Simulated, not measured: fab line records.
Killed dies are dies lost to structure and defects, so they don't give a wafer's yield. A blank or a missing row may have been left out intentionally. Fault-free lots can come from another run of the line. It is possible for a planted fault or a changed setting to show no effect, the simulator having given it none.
A struck lot beside a sound one / flow sky130 / 16 steps out of a route of 708
Sound: the wafers L209.2, L209.3, L209.6. Wafers L213.2, L213.5, L213.6 were the ones struck. Last of all comes the cause.
Order at every step that has rows: each side's tool, ch and its chambers, its first start. Under that, the readings that differ: sound wafers / struck wafers / difference of the means / sigmas: that difference in standard deviations of wafers without a fault.
alike: a reading whose means differ by less than 2 such deviations, as well as words and numbers matching on both sides. not compared: withheld readings; readings where some wafer has no value; bounds like >300 that might hide an equal value; numbers whose values overlap and for which the record gives no deviation.
A row with sigmas, a row that says differs or no value, or rows on one side alone: a step with any of these is where the two part. Non-overlapping numbers with no deviation appear without sigmas and do not part them. Lack of a reading on every wafer of one side parts them only where that side has two or more wafers.

first, 5 steps without rows for these wafers: SKY_POLY_GATE_COAT_08 (resist thk 450 nm); SKY_POLY_GATE_SOFTBAKE_09 (time 90 s); SKY_POLY_GATE_EXPOSE_10 (exposes mask P1M, target cd 150 nm); SKY_POLY_GATE_PEB_11; SKY_POLY_GATE_DEVELOP_12 (develop time 60 s).
SKY_POLY_GATE_CD_MEAS_13: target cd 150 nm.
  sound on cd-sem-01, day 16 22:23; struck on cd-sem-01, day 18 09:50
  alike: cd-nm
SKY_POLY_GATE_OVL_MEAS_14:
  sound on overlay-01, day 16 22:29; struck on overlay-02, day 18 09:57
  alike: POLY_GATE_OVL
SKY_POLY_GATE_ETCH_15: etches BARC in N2/H2, stops on SiO2, time 118.5 s, target depth 110 nm.
  sound on rie-diel-02 ch 1,2,3, day 16 22:31; struck on rie-diel-02 ch 0,3, day 18 09:59
  alike: drypump-motor-current-A, oes-product-au, rf-fwd-power-W, throttle-valve-pct
  not compared: rf-hours-counter-h
SKY_POLY_GATE_ETCH_16: etches Si3N4 in CH3F/O2, stops on poly-Si, time 147.5 s, target depth 75 nm.
  sound on rie-diel-02 ch 1,2,3, day 16 22:35; struck on rie-diel-02 ch 0,3, day 18 10:04
  alike: ch3f-flow-sccm, drypump-motor-current-A, oes-product-au, rf-fwd-power-W, throttle-valve-pct
  not compared: rf-hours-counter-h
SKY_POLY_GATE_ETCH_17: etches poly-Si in HBr/Cl2, stops on SiO2, target depth 180 nm, time 70.5 s.
  sound on rie-si-01 ch 0,1,2, day 16 22:41; struck on rie-si-01 ch 2,3, day 18 10:10
  alike: drypump-motor-current-A, oes-product-au, rf-fwd-power-W, throttle-valve-pct
  not compared: rf-hours-counter-h
SKY_POLY_GATE_STRIP_18: strips in O2/N2.
  sound on plasma-asher-01 ch 0,1, day 16 22:45; struck on plasma-asher-01 ch 0,1, day 18 10:13
  alike: drypump-motor-current-A, o2-flow-sccm, oes-product-au, strip-time-to-endpoint-s
  not compared: rf-hours-counter-h
then, 1 step without rows for these wafers: SKY_POLY_GATE_CLEAN_19 (cleans in SC1/SC2, time 150 s).
SKY_POLY_GATE_OXIDATION_20: stabilise 600 s, purge 300 s, target thk 4 nm.
  sound on furnace-01 ch 0, day 16 23:42; struck on furnace-01 ch 0, day 18 12:59
reading=spike-tc-bottom-C (C); sound=867.2 866.9 866.9; struck=880.1 878.1 877.2; difference=+11.5; sigmas=+6
reading=spike-tc-centre-C (C); sound=849.4 850.1 849.6; struck=861.0 860.9 860.3; difference=+11.0; sigmas=+11
reading=spike-tc-lower-C (C); sound=850.9 851.8 851.8; struck=864.7 861.6 861.4; difference=+11.1; sigmas=+10
reading=spike-tc-top-C (C); sound=860.7 859.9 862.8; struck=869.8 871.5 872.0; difference=+10.0; sigmas=+8
reading=spike-tc-upper-C (C); sound=850.2 850.6 848.8; struck=858.3 859.5 857.0; difference=+8.4; sigmas=+8
reading=tube-center-temp-C (C); sound=850.03 850.05 850.02; struck=860.74 860.75 860.55; difference=+10.65; sigmas=+99 or more
reading=tube_center_temp_C_max; sound=852.0 853.3 852.4; struck=862.9 862.8 863.1; difference=+10.4; sigmas=+27
reading=model.SiO2_of_POLY_GATE_OXIDATION_20.thk-nm (nm); sound=3.948 3.94 3.997; struck=4.718 4.682 4.672; difference=+0.729; sigmas=
SKY_POLY_GATE_THK_MEAS_21:
  sound on film-metro-04, day 17 00:58; struck on film-metro-01, day 18 14:15
reading=POLY_GATE_OXIDATION_THK (nm); sound=3.96 3.94 4.05; struck=4.73 4.71 4.68; difference=+0.72; sigmas=+10
SKY_POLY_GATE_CD_MEAS_22:
  sound on cd-sem-02, day 17 01:03; struck on cd-sem-02, day 18 14:20
  alike: cd-nm
-- a jump in the record: the struck wafers' starts before and after are 29 days apart (it breaks off in module POLY_GATE and resumes in module PAD_OPEN, where the first step shown is number 708 of the route) --
SKY_PAD_OPEN_PROBE_99:
  sound on prober-01, day 46 08:43; struck on prober-01, day 47 07:21
reading=model.etest.tip-sonos.rs-ohm-sq; sound=2598 2570 2541; struck=2738 2749 2675; difference=+151; sigmas=
reading=model.etest.tip-n.rs-ohm-sq; sound=445.6 438.8 442; struck=458.9 451.7 454.7; difference=+13.0; sigmas=
  alike: killed_at_M0_to_M3, killed_at_M4_up, killed-at-contacts, killed-at-front-end, killed-at-other, killed-dies, killed-open, killed-short

## WHERE THEY PART
Earliest at SKY_POLY_GATE_OXIDATION_20; latest, in this record, at SKY_POLY_GATE_THK_MEAS_21. Later steps at which nothing parts them and some readings are alike: SKY_POLY_GATE_CD_MEAS_22, SKY_PAD_OPEN_PROBE_99.

WHY: the cause the simulator had injected
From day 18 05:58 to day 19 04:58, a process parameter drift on furnace-01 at SKY_POLY_GATE_OXIDATION_20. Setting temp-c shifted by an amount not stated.
